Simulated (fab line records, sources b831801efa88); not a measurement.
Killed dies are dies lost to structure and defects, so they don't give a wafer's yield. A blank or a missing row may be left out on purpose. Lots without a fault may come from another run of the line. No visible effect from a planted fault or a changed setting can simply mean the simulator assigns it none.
2 desks looking at one fault :: flow sky130 :: what lay behind the numbers comes last; until then each desk has only its own

## FROM THE METROLOGY DESK
What the gauges read, lot by lot, whatever tool the lot ran on: means of the sampled wafers that have a number. Any lot whose mean is over 4 standard deviations away from the usual mean is out of limits and marked OUT; that distance is given in the brackets.
Columns: A = DNWELL_TW at SKY_DNWELL_TW_MEAS_09, usual 1111; B = POLY_GATE_CVD_00_THK at SKY_POLY_GATE_THK_MEAS_01, usual 179.6 nm; C = SD_N_OVL at SKY_SD_N_OVL_MEAS_08, usual -0.1 nm
lot: L461
first seen here: day 3 11:35
A: 1116
B: 180.9
C: 1.9

lot: L463
first seen here: day 3 20:19
A: 1112
B: 181.4
C: -1.4

lot: L464
first seen here: day 3 23:40
A: 1103
B: 180.0
C: 2.2

lot: L466
first seen here: day 4 13:28
A: 1106
B: 180.5
C: 0.8

lot: L465
first seen here: day 4 13:49
A: 1103
B: 180.5
C: -2.5

lot: L467
first seen here: day 4 21:40
A: 1123
B: 179.7
C: -0.2

lot: L474
first seen here: day 6 07:25
A: 1111
B: 181.4
C: -1.4

lot: L475
first seen here: day 6 14:25
A: 30 (-99 or more) OUT
B: 179.5
C: 1.5

lot: L476
first seen here: day 6 19:07
A: 30 (-99 or more) OUT
B: 177.8
C: -1.2

lot: L477
first seen here: day 7 01:58
A: 30 (-99 or more) OUT
B: 177.0
C: -1.3

lot: L478
first seen here: day 7 05:30
A: 1108
B: 181.5
C: -0.4

lot: L479
first seen here: day 7 13:53
A: 1116
B: 177.6
C: -3.5

lot: L480
first seen here: day 7 18:22
A: 1117
B: 178.3
C: 0.4

lot: L481
first seen here: day 7 22:20
A: 1108
B: 180.0
C: 0.4

lot: L483
first seen here: day 8 08:54
A: 1106
B: 177.4
C: 1.3
This desk's finding: out of limits on L475, L476, L477; first on L475, day 6 14:25 (DNWELL_TW at SKY_DNWELL_TW_MEAS_09). In limits: L461, L463, L464, L466, L465, L467, L474, L478, L479, L480, L481, L483.

## AT THE TOOL OWNER'S DESK: lithoTrack-02
The tool's own readings at SKY_DNWELL_DEVELOP_06 (develop time 60 s): means of the sampled wafers that have a number, for each lot that ran on this tool. Any lot whose mean is over 4 standard deviations away from the usual mean is out of limits and marked OUT; that distance is given in the brackets.
Columns: A = chillPlateTempC at SKY_DNWELL_DEVELOP_06, usual 22.97 C
lot: L461
first seen here: day 3 11:00
A: 23.05

lot: L466
first seen here: day 4 13:00
A: 22.95

lot: L474
first seen here: day 6 07:00
A: 22.98

lot: L480
first seen here: day 7 17:00
A: 23.02
This desk's finding: nothing out of limits on any of the 4 lots.

## PUT TOGETHER
At day 6 14:25 the metrology desk could have sounded an alarm, on L475, L476, L477.
The tool owner's desk saw nothing out of limits.
The tool owner's desk has no number on record for L475, L476, L477.
SKY_DNWELL_DEVELOP_06 was run on lithoTrack-02 by each of the lots named.

## WHAT WAS PUT IN BY THE SIMULATOR
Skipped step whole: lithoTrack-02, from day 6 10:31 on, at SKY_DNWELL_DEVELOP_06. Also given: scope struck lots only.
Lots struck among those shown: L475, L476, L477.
Hours from the fault's start to each desk's first reading out of limits: the metrology desk, 4.
